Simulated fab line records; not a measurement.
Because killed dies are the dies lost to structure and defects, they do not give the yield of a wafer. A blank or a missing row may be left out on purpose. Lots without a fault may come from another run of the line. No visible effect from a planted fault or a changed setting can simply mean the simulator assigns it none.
fab line records    flow gf180mcu
[record] lots = 7  wafers = 21  last_day = 34
route steps=602 shown V1@339
lots that met no fault: taken from a fault-free run of the same line
start_h: start of the lot's first displayed wafer, in hours after the record's first day    wait_h: time in hours since the lot's previous step    " as in the row above    L1.1+2: a single row standing in for several wafers    - either no value or no given start    * or withheld: withheld    < > ~ a bound
route shown NAME@n: names a module that has steps shown in the file, with the first one's number in the route    usual: mean and standard deviation over wafers with no fault    same: alike in all rows    chamber/n: place in a boat    sites: readings site by site    _std_site: their standard deviation    _edge_site: inner sites' mean taken away from outer sites' mean    radius_mm: for every site, how far away it sits from the centre of the wafer    mask NAME#n: copy n    behind: the tool/chamber that last shaped the wafer    hold: the reason the lot was held/the length of the hold in hours/how it ended    device: which transistor (n, p or np) failed to switch    end of line: at the end of the route, the tests of the same wafers    a step with no rows: only its recipe    killed: not the wafer's yield, but the dies lost to structure and defects at the first sort    map: the dies of a wafer, with x for killed, . for not killed, _ for no die there
set.NAME: the setting that was run; set.NAME@STEP: the one run at that earlier step    model.NAME: the simulator's own value behind a step, which no gauge read
a table for each step, a row for each wafer; lots at some steps of the route
services: when a tool's chamber went out of use (start_h, in hours from the record's first day, below 0 if earlier), for how many hours, and the reason
[[steps]]
[step GF_V1_CMP_04]
[recipe] material = SiO2  down_force_psi = 4  platen_rpm = 60  pad_velocity_m_s = 0.94248
[usual] motor_current_A = 11.6/0.78  time_to_endpoint_s = 80/6
lot.wafer  tool    chamber  start_h  wait_h  motor_current_A  time_to_endpoint_s
L449.2     cmp-02  0        459.08   0.1     10.6             77
L449.4     "       2        "        "       11.2             77
L449.6     "       3        "        "       11.0             85
L456.4     cmp-02  0        533.60   0.1     11.4             86
L456.2     "       1        "        "       10.7             77
L456.5     "       2        "        "       12.2             84
L458.3     cmp-02  0        545.30   0.1     10.4             81
L458.5     "       3        "        "       10.6             85
L458.6     "       0        "        "       10.4             84
L457.1     cmp-02  3        546.37   0.1     11.2             82
L457.4     "       0        "        "       11.8             75
L457.5     "       3        "        "       10.8             86
L461.2     cmp-01  0        562.57   0.0     11.5             78
L461.4     "       1        "        "       12.7             87
L461.1     "       3        "        "       12.7             76
L462.4     cmp-02  0        577.17   0.2     10.4             81
L462.5     "       1        "        "       10.9             80
L462.6     "       2        "        "       12.1             89
L463.4     cmp-02  0        578.68   0.0     11.3             83
L463.5     "       0        "        "       11.3             85
L463.6     "       1        "        "       10.3             85
[step GF_V1_BOW_MEAS_05]
[recipe] mode = bow
[usual] V1_BOW = 81/7.7
lot.wafer  tool           chamber  start_h  wait_h  V1_BOW[um]
L449.2     film_metro-04  -        459.35   0.2     84
L449.4     "              -        "        "       85
L449.6     "              -        "        "       88
L456.2     film_metro-04  -        533.82   0.1     93
L456.4     "              -        "        "       81
L456.5     "              -        "        "       74
L458.3     film_metro-01  -        545.59   0.2     83
L458.5     "              -        "        "       81
L458.6     "              -        "        "       86
L457.1     film_metro-01  -        546.67   0.2     73
L457.4     "              -        "        "       74
L457.5     "              -        "        "       77
L461.1     film_metro-01  -        562.87   0.1     78
L461.2     "              -        "        "       97
L461.4     "              -        "        "       91
L462.4     film_metro-04  -        577.38   0.2     74
L462.5     "              -        "        "       76
L462.6     "              -        "        "       93
L463.4     film_metro-04  -        579.04   0.3     92
L463.5     "              -        "        "       86
L463.6     "              -        "        "       84
[step GF_V1_DEHYDRATE_06]
[recipe] temp_c = 200  time_s = 60
[step GF_V1_HMDS_07]
[recipe] prime_time_s = 60  prime_temp_c = 120
[step GF_V1_COAT_08]
[recipe] resist = BARC  temp_c = withheld  time_s = withheld  spin_rpm = withheld  resist_thk_nm = withheld
[step GF_V1_COAT_09]
[recipe] resist = KrF  spin_rpm = withheld  resist_thk_nm = 1000
[step GF_V1_SOFTBAKE_10]
[recipe] temp_c = 129.1  time_s = 60  resist = KrF
[step GF_V1_EXPOSE_11]
[recipe] mask_id = Via1  target_cd_nm = 260  na = 0.68  source_shape = conventional  sigma_outer = 0.6  dose_mj = 38
[step GF_V1_PEB_12]
[recipe] peb_temp_c = 135  peb_time_s = 90  resist = KrF
[step GF_V1_DEVELOP_13]
[recipe] develop_time_s = 60  resist = KrF  dev_temp_c = 21
[step GF_V1_CD_MEAS_14]
[recipe] target_cd_nm = 260
[usual] cd_nm = 259.4/1.2
lot.wafer  tool       chamber  start_h  wait_h  cd_nm
L449.2     cd_sem-02  -        483.43   0.1     259.3
L449.4     "          -        "        "       259.1
L449.6     "          -        "        "       259.3
L456.2     cd_sem-01  -        555.98   0.1     259.2
L456.4     "          -        "        "       259.8
L456.5     "          -        "        "       258.5
L458.3     cd_sem-01  -        568.18   0.1     259.1
L458.5     "          -        "        "       259.9
L458.6     "          -        "        "       259.2
L457.1     cd_sem-01  -        568.90   0.1     261.3
L457.4     "          -        "        "       261.1
L457.5     "          -        "        "       261.0
L461.1     cd_sem-02  -        584.09   0.1     260.3
L461.2     "          -        "        "       259.9
L461.4     "          -        "        "       260.3
L462.4     cd_sem-01  -        597.10   0.1     258.4
L462.5     "          -        "        "       259.3
L462.6     "          -        "        "       258.9
L463.4     cd_sem-02  -        599.25   0.1     259.6
L463.5     "          -        "        "       259.5
L463.6     "          -        "        "       258.8
[step GF_V1_OVL_MEAS_15]
[usual] V1_OVL = 2/5.9
lot.wafer  tool        chamber  start_h  wait_h  V1_OVL[nm]
L449.2     overlay-01  -        483.54   0.1     1
L449.4     "           -        "        "       2
L449.6     "           -        "        "       5
L456.2     overlay-01  -        556.09   0.1     6
L456.4     "           -        "        "       2
L456.5     "           -        "        "       4
L458.3     overlay-01  -        568.27   0.1     -12
L458.5     "           -        "        "       -7
L458.6     "           -        "        "       -12
L457.1     overlay-01  -        569.02   0.1     13
L457.4     "           -        "        "       11
L457.5     "           -        "        "       15
L461.1     overlay-01  -        587.38   3.3     7
L461.2     "           -        "        "       4
L461.4     "           -        "        "       3
L462.4     overlay-01  -        597.18   0.1     -11
L462.5     "           -        "        "       -9
L462.6     "           -        "        "       -5
L463.4     overlay-01  -        599.33   0.1     5
L463.5     "           -        "        "       2
L463.6     "           -        "        "       2
[step GF_V1_ETCH_16]
[recipe] chemistry = N2/H2  target_depth_a = withheld  overetch_a = withheld  time_s = withheld  target = BARC  ion_energy_ev = 200  source_w = 500  bias_w = 100  pressure_mtorr = 30  n2_flow_sccm = 100  h2_flow_sccm = 200
[usual] bias_w = 100.05/0.3  chamber_pressure_mTorr = 30.003/0.025  drypump_motor_current_A = 5.6/0.43  oes_product_au = 0.854/0.0046  throttle_valve_pct = 13.225/0.0097
lot.wafer  tool         chamber  start_h  wait_h  bias_w  chamber_pressure_mTorr  drypump_motor_current_A  oes_product_au  throttle_valve_pct
L449.2     rie_diel-04  3        483.57   0.0     99.48   30.019                  5.1                      0.848           13.234
L449.4     "            2        "        "       99.93   29.997                  6.0                      0.859           13.230
L449.6     "            1        "        "       100.78  30.037                  5.9                      0.854           13.235
L456.2     rie_diel-04  1        556.12   0.0     -       -                       -                        -               -
L456.4     "            1        "        "       -       -                       -                        -               -
L456.5     "            2        "        "       -       -                       -                        -               -
L458.3     rie_diel-02  2        568.30   0.0     -       -                       -                        -               -
L458.5     "            1        "        "       -       -                       -                        -               -
L458.6     "            2        "        "       -       -                       -                        -               -
L457.1     rie_diel-04  0        569.05   0.0     -       -                       -                        -               -
L457.4     "            3        "        "       -       -                       -                        -               -
L457.5     "            0        "        "       -       -                       -                        -               -
L461.1     rie_diel-02  3        587.42   0.0     100.43  30.048                  5.4                      0.856           13.236
L461.2     "            1        "        "       99.70   30.013                  5.9                      0.853           13.216
L461.4     "            2        "        "       99.71   29.982                  4.8                      0.855           13.212
L462.4     rie_diel-02  2        597.20   0.0     100.16  30.006                  4.8                      0.862           13.221
L462.5     "            1        "        "       100.57  30.005                  5.9                      0.855           13.217
L462.6     "            2        "        "       100.05  29.964                  4.8                      0.851           13.237
L463.4     rie_diel-02  2        599.35   0.0     99.92   30.013                  4.8                      0.853           13.220
L463.5     "            0        "        "       99.50   30.005                  5.1                      0.861           13.231
L463.6     "            3        "        "       99.73   29.960                  5.4                      0.853           13.222
[step GF_V1_ETCH_17]
[recipe] chemistry = C4F8/O2/Ar  mask_material = KrF  target = SiO2  stop_on = TiN  source_w = 1500  bias_w = 1200  pressure_mtorr = 40  c4f8_flow_sccm = withheld  O2_flow_sccm = 6  Ar_flow_sccm = 300  time_s = withheld  target_depth_a = 6300
[usual] bias_w = 1200/3.2  chamber_pressure_mTorr = 40.00/0.038  oes_product_au = 0.855/0.0047
lot.wafer  tool         chamber  start_h  wait_h  bias_w  chamber_pressure_mTorr  oes_product_au
L449.2     rie_diel-04  3        -        -       1200    40.10                   0.857
L449.4     "            2        "        "       1199    39.99                   0.859
L449.6     "            1        "        "       1202    39.98                   0.855
L456.2     rie_diel-04  1        -        -       1196    39.98                   0.373
L456.4     "            1        "        "       1201    39.91                   0.380
L456.5     "            2        "        "       1195    39.98                   0.376
L458.3     rie_diel-02  2        -        -       1200    39.99                   0.371
L458.5     "            1        "        "       1199    40.02                   0.370
L458.6     "            2        "        "       1203    40.04                   0.380
L457.1     rie_diel-04  0        -        -       1202    40.04                   0.373
L457.4     "            3        "        "       1199    39.94                   0.372
L457.5     "            0        "        "       1201    40.01                   0.372
L461.1     rie_diel-02  3        -        -       1204    40.04                   0.855
L461.2     "            1        "        "       1200    40.00                   0.848
L461.4     "            2        "        "       1199    40.09                   0.857
L462.4     rie_diel-02  2        -        -       1201    40.03                   0.842
L462.5     "            1        "        "       1202    39.99                   0.843
L462.6     "            2        "        "       1198    39.92                   0.855
L463.4     rie_diel-02  2        -        -       1199    40.05                   0.857
L463.5     "            0        "        "       1202    40.05                   0.853
L463.6     "            3        "        "       1201    40.05                   0.857
[step GF_V1_STRIP_18]
[recipe] chemistry = O2/N2  power_w = 1400  pressure_mtorr = 1500  platen_temp_c = 250  o2_flow_sccm = 3000  n2_flow_sccm = 300  overash_fraction = 0.5
[usual] drypump_motor_current_A = 5.5/0.36  heater_power_w = 334/17  oes_product_au = 0.592/0.0056
lot.wafer  tool             chamber  start_h  wait_h  drypump_motor_current_A  heater_power_w  oes_product_au  rf_hours_counter_h
L449.2     plasma_asher-02  1        483.70   -       5.1                      343             0.597           82
L449.4     "                1        "        "       5.1                      335             0.596           -
L449.6     "                0        "        "       5.9                      350             0.597           -
L456.2     plasma_asher-02  0        556.25   -       6.0                      352             0.603           90
L456.4     "                0        "        "       6.0                      355             0.612           -
L456.5     "                0        "        "       6.0                      352             0.609           -
L458.3     plasma_asher-01  1        568.46   -       5.9                      339             0.606           -
L458.5     "                1        "        "       5.9                      343             0.617           -
L458.6     "                0        "        "       5.2                      302             0.600           -
L457.1     plasma_asher-02  0        569.18   -       5.9                      352             0.613           91
L457.4     "                1        "        "       5.1                      334             0.617           -
L457.5     "                0        "        "       5.9                      346             0.614           -
L461.1     plasma_asher-02  1        587.55   -       5.1                      334             0.609           93
L461.2     "                0        "        "       5.9                      347             0.591           93
L461.4     "                0        "        "       5.9                      352             0.593           -
L462.4     plasma_asher-04  1        597.36   -       5.4                      344             0.590           -
L462.5     "                0        "        "       5.4                      320             0.589           -
L462.6     "                1        "        "       5.5                      338             0.589           -
L463.4     plasma_asher-01  1        599.51   -       5.9                      345             0.588           -
L463.5     "                0        "        "       5.2                      297             0.582           -
L463.6     "                1        "        "       5.9                      348             0.588           -
[step GF_V1_STRIP_19]
[recipe] chemistry = post_etch_residue_remover  time_s = 1200  temp_c = 72.5
[[services]]
tool             chamber  start_h  hours  kind
rie_diel-02      2        437.04   6.2    repair
cmp-01           -        447.66   0.8    repair
rie_diel-02      1        449.99   3.8    repair
cmp-01           -        450.89   6.0    repair
rie_diel-02      1        453.76   -      clean
rie_diel-02      1        453.76   15.1   scheduled_down
rie_diel-02      1        453.76   15.1   vent_cycle
rie_diel-02      0        461.86   3.9    repair
rie_diel-02      1        472.42   2.7    repair
cmp-02           -        504.56   4.4    repair
rie_diel-04      2        519.00   -      clean
rie_diel-04      2        519.00   17.9   scheduled_down
rie_diel-04      2        519.00   17.9   vent_cycle
cmp-01           -        529.11   16.6   pm
rie_diel-02      0        534.86   4.5    repair
plasma_asher-04  -        539.38   8.5    pm
rie_diel-04      3        554.88   9.7    repair
cmp-01           -        572.00   4.0    pm
cmp-01           -        576.00   -      consumable_replace:conditioner
cmp-01           -        576.00   -      consumable_replace:pad
rie_diel-04      3        589.66   -      clean
rie_diel-04      3        589.66   13.4   scheduled_down
rie_diel-04      3        589.66   13.4   vent_cycle
rie_diel-04      -        590.64   14.6   pm
[[key]]
[first_sign] step = GF_V1_ETCH_16  reading = tool_record  direction = missing
[effect] step = GF_V1_ETCH_17  reading = oes_product_au  direction = down  sigmas = 99+  usual = 0.855  struck = 0.374
[effect] step = GF_V1_STRIP_18  reading = oes_product_au  direction = up  sigmas = 3.1  usual = 0.592  struck = 0.610
met_at GF_V1_ETCH_16
struck_wafers L456.2,L456.4,L456.5,L457.1,L457.4,L457.5,L458.3,L458.5,L458.6
later_rows_left_out L456.2,L456.4,L456.5,L457.1,L457.4,L457.5,L458.3,L458.5,L458.6
sort_left_out L456.2,L456.4,L456.5,L457.1,L457.4,L457.5,L458.3,L458.5,L458.6
onset_between 483.57 556.12
[fault] kind = skipped_step_whole  tool = rie_diel-02,rie_diel-04  chamber = -  onset_h = 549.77  steps = GF_V1_ETCH_16  scope = struck_lots_only
// sort_left_out: the simulated sort isn't trusted on such a fault, so these wafers' sort isn't shown, and their yield isn't known
// later_rows_left_out: the simulator's readings of these wafers behind a module that went badly wrong aren't trusted and aren't shown, but for the sort
